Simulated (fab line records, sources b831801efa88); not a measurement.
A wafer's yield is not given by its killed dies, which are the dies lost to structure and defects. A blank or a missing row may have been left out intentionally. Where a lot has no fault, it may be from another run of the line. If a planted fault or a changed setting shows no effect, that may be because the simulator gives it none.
Tool commonality check -- flow sky130 -- Lots sampled 11, wafers sampled 33

## WHY IT WAS OPENED
SKY_GATE_OXIDE_THK_MEAS_02, reading GATE_OXIDE_OXIDATION_00_THK: flagged on 2 of 11 lots. No-fault wafers: 10.23 nm, standard deviation 0.22.
Rule: a lot is flagged in two cases, either no wafer of it has a number, or all its wafers with numbers fall more than 4 standard deviations from that mean. The other lots count as sound.

lot,measured,on,"GATE_OXIDE_OXIDATION_00_THK (nm), wafer by wafer",flag
L602,day 13 00:56,filmMetro-04,10.51 10.51 10.55,
L603,day 13 06:48,filmMetro-04,10.20 10.32 10.33,
L606,day 14 16:48,filmMetro-01,10.21 9.96 10.26,
L605,day 14 18:13,filmMetro-04,10.41 10.31 10.31,
L608,day 16 02:28,filmMetro-04,10.30 10.24 10.20,
L611,day 16 02:29,filmMetro-01,10.12 10.32 10.20,
L613,day 16 14:50,filmMetro-01,12.51 12.55 12.39,FLAGGED
L612,day 16 14:51,filmMetro-04,12.42 12.72 12.49,FLAGGED
L621,day 19 11:26,filmMetro-01,10.51 10.33 10.51,
L623,day 21 08:38,filmMetro-01,9.62 10.03 9.92,
L624,day 21 08:38,filmMetro-02,10.16 9.97 10.21,
On average the flagged lots' numbers are 12.51 nm, which is +2.28 nm against the usual, or +10 standard deviations.

## WHICH TOOL EACH LOT WENT THROUGH
The record holds 1 process step before the reading, out of a route of 708 steps. Every cell lists first the tool, next ch and the chambers used by the sampled wafers, and last the start.
lot,flag,SKY_GATE_OXIDE_OXIDATION_01
L602,,"furnace-01 ch 0, day 12 23:31"
L603,,"furnace-02 ch 0, day 13 05:23"
L606,,"furnace-01 ch 0, day 14 15:23"
L605,,"furnace-01 ch 0, day 14 16:48"
L608,,"furnace-01 ch 0, day 16 01:00"
L611,,"furnace-01 ch 0, day 16 01:00"
L613,FLAGGED,"furnace-01 ch 0, day 16 13:25"
L612,FLAGGED,"furnace-01 ch 0, day 16 13:25"
L621,,"furnace-02 ch 0, day 19 10:01"
L623,,"furnace-01 ch 0, day 21 07:13"
L624,,"furnace-01 ch 0, day 21 07:13"
What these steps do:
- SKY_GATE_OXIDE_OXIDATION_01: stabilise 600 s, purge 300 s, target thk 10.268 nm.
- SKY_GATE_OXIDE_THK_MEAS_02

## FLAGGED AGAINST TOTAL, ONE TOOL AT A TIME (gauges that did the reading follow at the end)
step,tool,lots run,flagged,share of the flagged lots,sound lots run after its first flagged lot
SKY_GATE_OXIDE_OXIDATION_01,furnace-01,9,2,all,"2 (L623,L624)"
SKY_GATE_OXIDE_OXIDATION_01,furnace-02,2,0,none,-
SKY_GATE_OXIDE_THK_MEAS_02,filmMetro-01,5,1,some,"2 (L621,L623)"
SKY_GATE_OXIDE_THK_MEAS_02,filmMetro-02,1,0,none,-
SKY_GATE_OXIDE_THK_MEAS_02,filmMetro-04,5,1,some,0

## WHAT IS ALLOWED BY THE TABLE
All flagged lots share 1 row of the table, namely furnace-01 at SKY_GATE_OXIDE_OXIDATION_01.
- furnace-01 at SKY_GATE_OXIDE_OXIDATION_01: 2 of its 9 lots flagged. After the first flagged lot (L623, L624), sound lots still ran on it; a lasting fault on the whole tool would not permit that. Its own readings lie more than 4 standard deviations out on every wafer of the flagged lots: spikeTcBottomC, spikeTcCentreC, spikeTcLowerC, spikeTcTopC, spikeTcUpperC, tubeCenterTempC, tube_center_temp_C_max.
Every row of the table either missed a flagged lot or ran a sound lot after the first.

## WHAT HAD BEEN PUT IN BY THE SIMULATOR
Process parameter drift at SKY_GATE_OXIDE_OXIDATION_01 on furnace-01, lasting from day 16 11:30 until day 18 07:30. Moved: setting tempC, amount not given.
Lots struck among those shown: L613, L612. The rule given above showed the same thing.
